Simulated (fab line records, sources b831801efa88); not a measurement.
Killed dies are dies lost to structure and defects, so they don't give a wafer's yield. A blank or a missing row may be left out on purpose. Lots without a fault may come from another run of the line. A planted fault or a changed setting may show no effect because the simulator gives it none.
A struck lot beside a sound one | flow sky130 | 22 steps out of a route of 708
Sound: wafers L687.1, L687.4, L687.5. Struck: wafers L683.2, L683.3, L683.6. The cause comes at the end.
At each step with rows: each side's tool, then ch and its chambers, then its first start. Under that, the readings that differ: sound wafers | struck wafers | difference of the means | sigmas: that difference in standard deviations of wafers without a fault.
alike: readings whose means differ by less than 2 such deviations, and words and numbers that are the same on both sides. not compared: withheld readings, readings that some wafer has no value for, bounds like >300 that may hide the same value, and numbers for which the record gives no deviation and whose values overlap.
The two part at a step that has a row with sigmas, a row that says differs or no value, or rows on one side only. Numbers that don't overlap but have no deviation are shown without sigmas and don't part them. A reading that every wafer of one side lacks parts them only if that side has two wafers or more.

first, 6 steps without rows for these wafers: SKY_LDD_HVN_HMDS_01 (prime time 60 s); SKY_LDD_HVN_COAT_02 (resist thk 300 nm); SKY_LDD_HVN_SOFTBAKE_03 (time 60 s); SKY_LDD_HVN_EXPOSE_04 (exposes mask HVNTM, target cd 700 nm); SKY_LDD_HVN_PEB_05; SKY_LDD_HVN_DEVELOP_06 (develop time 60 s).
SKY_LDD_HVN_OVL_MEAS_07:
  sound on overlay-01, day 28 01:04; struck on overlay-02, day 26 14:44
  alike: LDD_HVN_OVL
then, 1 step without rows for these wafers: SKY_LDD_HVN_IMPLANT_08.
SKY_LDD_HVN_STRIP_09: strips in O2/N2.
  sound on plasma_asher-01 ch 0, day 28 01:15; struck on plasma_asher-01 ch 1, day 26 14:55
  alike: drypump_motor_current_A, oes_product_au, strip_time_to_endpoint_s
  not compared: rf_hours_counter_h
SKY_LDD_HVN_TW_MEAS_10:
  sound on film_metro-03, day 28 01:21; struck on film_metro-04, day 26 15:02
  alike: LDD_HVN_TW
then, 2 steps without rows for these wafers: SKY_LDD_HVP_DEHYDRATE_00 (time 60 s); SKY_LDD_HVP_HMDS_01 (prime time 60 s).
SKY_LDD_HVP_COAT_02: resist thk 300 nm.
  sound on litho_track-04 ch 0, day 28 15:17; struck on litho_track-03 ch 0, day 27 04:46
  reading                                      | sound             | struck            | difference | sigmas
  model.NOVOLAK_of_LDD_HVP_COAT_02.thk_nm (nm) | 301.3 300.4 300.5 | 324.9 324.6 324.3 | +23.9      |
then, 3 steps without rows for these wafers: SKY_LDD_HVP_SOFTBAKE_03 (time 60 s); SKY_LDD_HVP_EXPOSE_04 (exposes mask HVPTM, target cd 700 nm); SKY_LDD_HVP_PEB_05.
SKY_LDD_HVP_DEVELOP_06: develop time 60 s.
  sound on litho_track-04 ch 0, day 29 06:02; struck on litho_track-04 ch 0, day 27 19:25
  reading                                      | sound           | struck            | difference | sigmas
  model.NOVOLAK_of_LDD_HVP_COAT_02.thk_nm (nm) | 300.9 300 300.1 | 324.5 324.2 323.9 | +23.9      |
SKY_LDD_HVP_OVL_MEAS_07:
  sound on overlay-01, day 29 06:11; struck on overlay-01, day 27 19:32
  alike: LDD_HVP_OVL
then, 1 step without rows for these wafers: SKY_LDD_HVP_IMPLANT_08.
SKY_LDD_HVP_STRIP_09: strips in O2/N2.
  sound on plasma_asher-02 ch 1, day 29 06:22; struck on plasma_asher-03 ch 1, day 27 19:43
  reading                      | sound             | struck            | difference | sigmas
  strip_time_to_endpoint_s (s) | 4.132 4.131 4.149 | 4.465 4.453 4.462 | +0.323     | +20
  alike: drypump_motor_current_A, oes_product_au
  not compared: rf_hours_counter_h
SKY_LDD_HVP_TW_MEAS_10:
  sound on film_metro-02, day 29 06:28; struck on film_metro-02, day 27 19:50
  alike: LDD_HVP_TW
SKY_PAD_OPEN_PROBE_99:
  the record has rows for the sound wafers here (prober-01, day 50 23:53) and none for the struck ones

WHERE THEY PART
First at SKY_LDD_HVP_STRIP_09; last, within this record, at SKY_PAD_OPEN_PROBE_99.

WHY: what the simulator had put in
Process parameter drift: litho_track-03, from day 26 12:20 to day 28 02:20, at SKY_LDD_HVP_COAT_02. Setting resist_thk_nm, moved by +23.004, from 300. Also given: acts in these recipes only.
